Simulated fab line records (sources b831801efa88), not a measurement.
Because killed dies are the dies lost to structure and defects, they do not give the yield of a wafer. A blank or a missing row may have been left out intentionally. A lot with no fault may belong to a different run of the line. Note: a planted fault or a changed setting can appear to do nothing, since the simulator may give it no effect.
Struck lot and sound lot, side by side -- flow gf180mcu -- 21 steps out of a route of 602
Sound: wafers L637.3, L637.4, L637.5. Wafers L648.1, L648.3, L648.5 were the ones struck. The cause is named last.
Per side, at each step with rows, come the tool, then ch with its chambers, and then its first start. Under that, the readings that differ: sound wafers -- struck wafers -- difference of the means -- sigmas: that difference in standard deviations of wafers without a fault.
alike: same words and numbers on both sides, and readings whose means sit less than 2 such deviations apart. not compared: any withheld reading, any reading some wafer has no value for, any bound like >300 that may hide the same value, and any number with overlapping values for which the record gives no deviation.
The two part at a step that has a row with sigmas, a row that says differs or no value, or rows on one side only. When numbers do not overlap yet have no deviation, they are printed without sigmas and do not part them. A reading missing from all wafers of one side parts the sides only when that side holds two or more wafers.

GF_MIM_SPUTTER_02: material AlCu, target thk 450 nm, time 23.9 s.
  sound on pvd-sputter-02, day 28 19:25; struck on pvd-sputter-04, day 31 03:11
  alike: throttle-valve-pct
then, 1 step without rows for these wafers: GF_MIM_SPUTTER_03 (material Ti, target thk 10 nm, time 6.7 s).
GF_MIM_SPUTTER_04: material TiN, target thk 50 nm, time 41.7 s.
  sound on pvd-sputter-02, day 28 19:28; struck on pvd-sputter-04, day 31 03:14
  alike: throttle-valve-pct
then, 1 step without rows for these wafers: GF_MIM_CVD_05 (deposits Si3N4, target thk 42 nm, time 29.086 s).
GF_MIM_THK_MEAS_06:
  sound on film-metro-04, day 28 19:33; struck on film-metro-04, day 31 03:18
  alike: MIM_CVD_05_THK
GF_MIM_SPUTTER_07: material TiN, target thk 60 nm, time 50 s.
  sound on pvd-sputter-01, day 28 19:35; struck on pvd-sputter-01, day 31 03:22
  alike: throttle-valve-pct
GF_MIM_SPUTTER_08: material AlCu, target thk 200 nm, time 10.6 s.
  sound on pvd-sputter-01, day 28 19:38; struck on pvd-sputter-01, day 31 03:25
  alike: throttle-valve-pct
GF_MIM_SPUTTER_09: material TiN, target thk 35 nm, time 29.2 s.
  sound on pvd-sputter-01, day 28 19:39; struck on pvd-sputter-01, day 31 03:26
  alike: throttle-valve-pct
GF_MIM_RS_MEAS_10: the measuring method here is four-point-probe.
  sound on film-metro-03, day 28 19:44; struck on film-metro-03, day 31 03:28
reading,sound,struck,difference,sigmas
MIM_ALCU_RS (ohm/sq),0.1549 0.1552 0.1550,0.1589 0.1589 0.1580,+0.0036,+3
GF_MIM_THK_MEAS_11: measures by xrf.
  sound on film-metro-03, day 28 19:50; struck on film-metro-03, day 31 03:35
reading,sound,struck,difference,sigmas
MIM_ALCU_THK (nm),204.9 203.9 204.1,199.7 199.3 199.6,-4.8,-2
then, 2 steps without rows for these wafers: GF_MIM_DEHYDRATE_12 (time 60 s); GF_MIM_HMDS_13 (prime time 60 s).
GF_MIM_COAT_14: resist thk 1000 nm.
  sound on litho-track-01 ch 0, day 29 04:34; struck on litho-track-01 ch 0, day 31 11:46
reading,sound,struck,difference,sigmas
spin-speed-rpm (rpm),2999.1 2999.5 2999.9,3577.9 3578.2 3575.6,+577.7,+99 or more
model.NOVOLAK_of_MIM_COAT_14.thk-nm (nm),996 995.5 996.8,918 913.4 912.4,-82,
then, 4 steps without rows for these wafers: GF_MIM_SOFTBAKE_15 (time 60 s); GF_MIM_EXPOSE_16 (exposes mask FuseTop, target cd 2000 nm); GF_MIM_PEB_17; GF_MIM_DEVELOP_18 (develop time 60 s).
GF_MIM_METAL_ETCH_19: etches the open film in Cl2/BCl3, stops on Si3N4, target depth 324.5 nm, time 54.1 s.
  sound on rie-metal-01 ch 0,1, day 29 14:23; struck on rie-metal-04 ch 0, day 31 20:28
reading,sound,struck,difference,sigmas
model.NOVOLAK_of_MIM_COAT_14.thk-nm (nm),864 866.7 868.3,790.3 785.4 784.3,-79.7,
  alike: bias-w, drypump-motor-current-A, mfc-cl2-sccm, oes-product-au, throttle-valve-pct
  not compared: rf-hours-counter-h
GF_MIM_STRIP_20: strips in O2/N2.
  sound on plasma-asher-02 ch 0,1, day 29 14:28; struck on plasma-asher-01 ch 0,1, day 31 20:36
reading,sound,struck,difference,sigmas
oes-product-au (a.u.),0.689 0.682 0.690,0.645 0.651 0.646,-0.040,-9
strip-time-to-endpoint-s (s),11.17 11.18 11.20,10.28 10.23 10.20,-0.95,-24
  alike: drypump-motor-current-A, heater-power-w, n2-flow-sccm
  not compared: rf-hours-counter-h
then, 1 step without rows for these wafers: GF_MIM_STRIP_21 (strips in post etch residue remover, time 1200 s).
GF_PASSIVATION_PROBE_99:
  sound wafers here have rows in the record (prober-02, day 32 21:09); struck ones have none

== WHERE THEY PART ==
At GF_MIM_RS_MEAS_10 first; at GF_PASSIVATION_PROBE_99 last (within this record only).

WHY: what had been put in by the simulator
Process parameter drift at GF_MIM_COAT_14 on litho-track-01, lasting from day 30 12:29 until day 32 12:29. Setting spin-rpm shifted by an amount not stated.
